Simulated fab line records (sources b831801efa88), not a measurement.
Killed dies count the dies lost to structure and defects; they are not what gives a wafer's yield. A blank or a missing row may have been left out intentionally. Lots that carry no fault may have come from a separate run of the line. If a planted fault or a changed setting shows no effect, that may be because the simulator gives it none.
Matching of chambers / flow sfqLine / 4 sister chambers for SFQ_TRILAYER_I1_VIA_ETCH_VIA_ETCH_052 on rieDiel-04
The step etches SiO2 in CHF3, stops on Nb, target depth 260 nm. 8 wafers are shown with their chamber, then 6 later ones without.

== WAFERS WITH THEIR CHAMBER ==
wafer=L337.1; chamber=2; drypumpMotorCurrentA (A)=5.3; oesProductAu (a.u.)=0.857
wafer=L337.5; chamber=2; drypumpMotorCurrentA (A)=5.3; oesProductAu (a.u.)=0.857
wafer=L338.1; chamber=1; drypumpMotorCurrentA (A)=5.4; oesProductAu (a.u.)=0.858
wafer=L338.6; chamber=1; drypumpMotorCurrentA (A)=5.3; oesProductAu (a.u.)=0.864
wafer=L342.4; chamber=0; drypumpMotorCurrentA (A)=5.7; oesProductAu (a.u.)=0.855
wafer=L344.2; chamber=3; drypumpMotorCurrentA (A)=6.1; oesProductAu (a.u.)=0.857
wafer=L344.3; chamber=0; drypumpMotorCurrentA (A)=5.7; oesProductAu (a.u.)=0.857
wafer=L344.6; chamber=3; drypumpMotorCurrentA (A)=6.1; oesProductAu (a.u.)=0.849

== WAFERS WHOSE CHAMBER IS MISSING ==
wafer=L353.1; drypumpMotorCurrentA (A)=5.4; oesProductAu (a.u.)=0.850
wafer=L353.3; drypumpMotorCurrentA (A)=5.7; oesProductAu (a.u.)=0.852
wafer=L353.6; drypumpMotorCurrentA (A)=5.7; oesProductAu (a.u.)=0.856
wafer=L356.2; drypumpMotorCurrentA (A)=5.7; oesProductAu (a.u.)=0.847
wafer=L356.5; drypumpMotorCurrentA (A)=5.7; oesProductAu (a.u.)=0.851
wafer=L356.6; drypumpMotorCurrentA (A)=5.4; oesProductAu (a.u.)=0.853

== WHICH CHAMBER EACH ONE RAN IN ==
wafer=L353.1; from the rows above=can't be placed: 1 or 2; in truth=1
wafer=L353.3; from the rows above=0; in truth=0
wafer=L353.6; from the rows above=0; in truth=0
wafer=L356.2; from the rows above=0; in truth=0
wafer=L356.5; from the rows above=0; in truth=0
wafer=L356.6; from the rows above=can't be placed: 1 or 2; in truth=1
Correct placement for 4 of the 6. Can't be placed from these rows: 2 (the true chamber is among the candidates in 2). Number placed wrongly: 0.
How it was worked out, from the rows above alone: a wafer's distance from a chamber is the root of the sum, over the readings, of the square of ((its reading less the chamber's mean) divided by the reading's scatter). The wafer belongs to the nearest chamber; if the next one is less than 2 further off, it can't be placed. The mean given for a chamber averages the wafers shown for that chamber. How the scatter is found: for the shown wafers, subtract from each reading the mean of its chamber, square and add these, divide the total by (wafers less chambers), then take the root.
